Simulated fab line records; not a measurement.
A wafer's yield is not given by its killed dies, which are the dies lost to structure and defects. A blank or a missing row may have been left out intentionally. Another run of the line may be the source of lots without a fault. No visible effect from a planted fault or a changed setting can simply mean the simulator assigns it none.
The tool behind it: which one? :: flow sky130 :: 33 wafers from 11 lots sampled at 4 of the route's 708 steps

== WHAT EACH GAUGE READ, for each wafer ==
SKY_VIA3_THK_MEAS_01.
lot: L971
measured: day 39 05:59
on: filmMetro-02
VIA3_HDPCVD_THK (nm): 1628 1615 1624

lot: L972
measured: day 39 09:54
on: filmMetro-01
VIA3_HDPCVD_THK (nm): 1581 1592 1602

lot: L973
measured: day 39 18:44
on: filmMetro-01
VIA3_HDPCVD_THK (nm): 1605 1636 1616

lot: L975
measured: day 40 14:04
on: filmMetro-03
VIA3_HDPCVD_THK (nm): 1724 1742 1709

lot: L978
measured: day 41 17:56
on: filmMetro-01
VIA3_HDPCVD_THK (nm): 1727 1739 1730

lot: L988
measured: day 44 02:53
on: filmMetro-03
VIA3_HDPCVD_THK (nm): 1637 1637 1591

lot: L987
measured: day 44 04:36
on: filmMetro-02
VIA3_HDPCVD_THK (nm): 1578 1593 1590

lot: L989
measured: day 44 11:26
on: filmMetro-03
VIA3_HDPCVD_THK (nm): 1618 1632 1604

lot: L990
measured: day 44 13:42
on: filmMetro-02
VIA3_HDPCVD_THK (nm): 1622 1625 1645

lot: L991
measured: day 44 19:55
on: filmMetro-02
VIA3_HDPCVD_THK (nm): 1637 1626 1622

lot: L993
measured: day 45 10:02
on: filmMetro-01
VIA3_HDPCVD_THK (nm): 1623 1624 1632

== EACH LOT AND THE TOOL THAT RAN IT (in order: tool; ch and the chambers of the sampled wafers; start) ==
lot: L971
SKY_METAL3_ETCH_17: rieDiel-01 ch 0,3, day 39 04:59
SKY_METAL3_METAL_ETCH_18: rieMetal-02 ch 0,1, day 39 05:04
SKY_VIA3_HDPCVD_00: hdpcvd-02 ch 0,1,2, day 39 05:52

lot: L972
SKY_METAL3_ETCH_17: rieDiel-04 ch 0,1,2, day 39 08:56
SKY_METAL3_METAL_ETCH_18: rieMetal-02 ch 0,1, day 39 08:57
SKY_VIA3_HDPCVD_00: hdpcvd-02 ch 0,1, day 39 09:44

lot: L973
SKY_METAL3_ETCH_17: rieDiel-04 ch 2,3, day 39 17:44
SKY_METAL3_METAL_ETCH_18: rieMetal-03 ch 0, day 39 17:45
SKY_VIA3_HDPCVD_00: hdpcvd-02 ch 0,1,2, day 39 18:33

lot: L975
SKY_METAL3_ETCH_17: rieDiel-02 ch 1,2, day 40 12:51
SKY_METAL3_METAL_ETCH_18: rieMetal-04 ch 0, day 40 13:03
SKY_VIA3_HDPCVD_00: hdpcvd-02 ch 0,1,2, day 40 13:57

lot: L978
SKY_METAL3_ETCH_17: rieDiel-01 ch 0,2,3, day 41 16:59
SKY_METAL3_METAL_ETCH_18: rieMetal-02 ch 0,1, day 41 17:00
SKY_VIA3_HDPCVD_00: hdpcvd-02 ch 0,1, day 41 17:46

lot: L988
SKY_METAL3_ETCH_17: rieDiel-04 ch 0,1,2, day 44 01:53
SKY_METAL3_METAL_ETCH_18: rieMetal-04 ch 0,1, day 44 01:54
SKY_VIA3_HDPCVD_00: hdpcvd-01 ch 0,1, day 44 02:42

lot: L987
SKY_METAL3_ETCH_17: rieDiel-04 ch 0,1,3, day 44 03:38
SKY_METAL3_METAL_ETCH_18: rieMetal-04 ch 0,1, day 44 03:40
SKY_VIA3_HDPCVD_00: hdpcvd-02 ch 0,2, day 44 04:26

lot: L989
SKY_METAL3_ETCH_17: rieDiel-01 ch 0,2, day 44 10:20
SKY_METAL3_METAL_ETCH_18: rieMetal-04 ch 0,1, day 44 10:21
SKY_VIA3_HDPCVD_00: hdpcvd-01 ch 0,2, day 44 11:16

lot: L990
SKY_METAL3_ETCH_17: rieDiel-04 ch 1,2,3, day 44 12:20
SKY_METAL3_METAL_ETCH_18: rieMetal-02 ch 0,1, day 44 12:21
SKY_VIA3_HDPCVD_00: hdpcvd-01 ch 0,1, day 44 13:31

lot: L991
SKY_METAL3_ETCH_17: rieDiel-02 ch 1,2, day 44 18:53
SKY_METAL3_METAL_ETCH_18: rieMetal-02 ch 0,1, day 44 18:55
SKY_VIA3_HDPCVD_00: hdpcvd-01 ch 1,2, day 44 19:44

lot: L993
SKY_METAL3_ETCH_17: rieDiel-01 ch 1,2, day 45 08:56
SKY_METAL3_METAL_ETCH_18: rieMetal-03 ch 0,1, day 45 08:58
SKY_VIA3_HDPCVD_00: hdpcvd-02 ch 0,1, day 45 09:51
- SKY_METAL3_ETCH_17: etches SiO2 in C4F8/O2/Ar, stops on TiN, time 3.9 s, target depth 15 nm.
- SKY_METAL3_METAL_ETCH_18: etches the open film in Cl2/BCl3, stops on SiO2, target depth 845 nm, time 183.1 s.
- SKY_VIA3_HDPCVD_00: deposits SiO2, target thk 1635 nm, time 272.5 s.

== AS READ BY THE TOOLS THEMSELVES (means over the sampled wafers that have a number; for cases with no such wafer, the mark the record gives instead) ==
SKY_METAL3_ETCH_17.
lot: L971
tool: rieDiel-01
oesProductAu (a.u.): 0.754

lot: L972
tool: rieDiel-04
oesProductAu (a.u.): 0.750

lot: L973
tool: rieDiel-04
oesProductAu (a.u.): 0.753

lot: L975
tool: rieDiel-02
oesProductAu (a.u.): 0.749

lot: L978
tool: rieDiel-01
oesProductAu (a.u.): 0.752

lot: L988
tool: rieDiel-04
oesProductAu (a.u.): 0.756

lot: L987
tool: rieDiel-04
oesProductAu (a.u.): 0.756

lot: L989
tool: rieDiel-01
oesProductAu (a.u.): 0.747

lot: L990
tool: rieDiel-04
oesProductAu (a.u.): 0.747

lot: L991
tool: rieDiel-02
oesProductAu (a.u.): 0.750

lot: L993
tool: rieDiel-01
oesProductAu (a.u.): 0.751

SKY_METAL3_METAL_ETCH_18.
lot: L971
tool: rieMetal-02
drypumpMotorCurrentA (A): 6.12
oesProductAu (a.u.): 0.870
throttleValvePct (%): 22.267

lot: L972
tool: rieMetal-02
drypumpMotorCurrentA (A): 5.90
oesProductAu (a.u.): 0.862
throttleValvePct (%): 22.262

lot: L973
tool: rieMetal-03
drypumpMotorCurrentA (A): 6.22
oesProductAu (a.u.): 0.868
throttleValvePct (%): 22.257

lot: L975
tool: rieMetal-04
drypumpMotorCurrentA (A): 5.84
oesProductAu (a.u.): 0.868
throttleValvePct (%): 22.273

lot: L978
tool: rieMetal-02
drypumpMotorCurrentA (A): 5.89
oesProductAu (a.u.): 0.866
throttleValvePct (%): 22.269

lot: L988
tool: rieMetal-04
drypumpMotorCurrentA (A): 6.02
oesProductAu (a.u.): 0.868
throttleValvePct (%): 22.281

lot: L987
tool: rieMetal-04
drypumpMotorCurrentA (A): 6.00
oesProductAu (a.u.): 0.865
throttleValvePct (%): 22.265

lot: L989
tool: rieMetal-04
drypumpMotorCurrentA (A): 6.16
oesProductAu (a.u.): 0.860
throttleValvePct (%): 22.270

lot: L990
tool: rieMetal-02
drypumpMotorCurrentA (A): 5.90
oesProductAu (a.u.): 0.861
throttleValvePct (%): 22.262

lot: L991
tool: rieMetal-02
drypumpMotorCurrentA (A): 6.12
oesProductAu (a.u.): 0.872
throttleValvePct (%): 22.267

lot: L993
tool: rieMetal-03
drypumpMotorCurrentA (A): 6.12
oesProductAu (a.u.): 0.862
throttleValvePct (%): 22.269

SKY_VIA3_HDPCVD_00.
lot: L971
tool: hdpcvd-02
runLengthS (s): 299.6

lot: L972
tool: hdpcvd-02
runLengthS (s): 300.2

lot: L973
tool: hdpcvd-02
runLengthS (s): 299.7

lot: L975
tool: hdpcvd-02
runLengthS (s): 315.5

lot: L978
tool: hdpcvd-02
runLengthS (s): 315.6

lot: L988
tool: hdpcvd-01
runLengthS (s): 300.1

lot: L987
tool: hdpcvd-02
runLengthS (s): 299.9

lot: L989
tool: hdpcvd-01
runLengthS (s): 300.7

lot: L990
tool: hdpcvd-01
runLengthS (s): 299.9

lot: L991
tool: hdpcvd-01
runLengthS (s): 299.9

lot: L993
tool: hdpcvd-02
runLengthS (s): 300.3

== THE ANSWER, worked out from the rows above alone ==
Rule: the usual values come from the lots themselves. Put in order of their means at a reading, lots are off if they are a third of the lots or fewer, leave a main group of 4 or more, and stand apart from it by a gap of 3 or more times the standard deviation of the main group's means; of several such gaps the widest counts. A main group is skipped when, at the precision printed for the reading in the tables above, its means are all equal. A lot without any number at a reading at which 4 lots or more have one is off too. Any other lot the step has rows for is counted as sound. Order of review: gauges by route order, followed by the tools' own readings, for which a lot's mean as printed above is used. The first step at which some lot is off is used, and at that step the reading that is off furthest; a lot without a number counts as furthest.
Off: L975, L978, at SKY_VIA3_THK_MEAS_01 (VIA3_HDPCVD_THK). The main group: mean 1616 nm, standard deviation 15.
If a tool, at a process step before that reading, ran all the lots that are off and no sound lot after the first of them, it fits. Not tried: the gauges at SKY_VIA3_THK_MEAS_01; whatever is off there is also off at SKY_VIA3_HDPCVD_00, on other tools, and gauge error can't account for it. No candidate that was tried fits.

== WHAT WAS PUT IN BY THE SIMULATOR ==
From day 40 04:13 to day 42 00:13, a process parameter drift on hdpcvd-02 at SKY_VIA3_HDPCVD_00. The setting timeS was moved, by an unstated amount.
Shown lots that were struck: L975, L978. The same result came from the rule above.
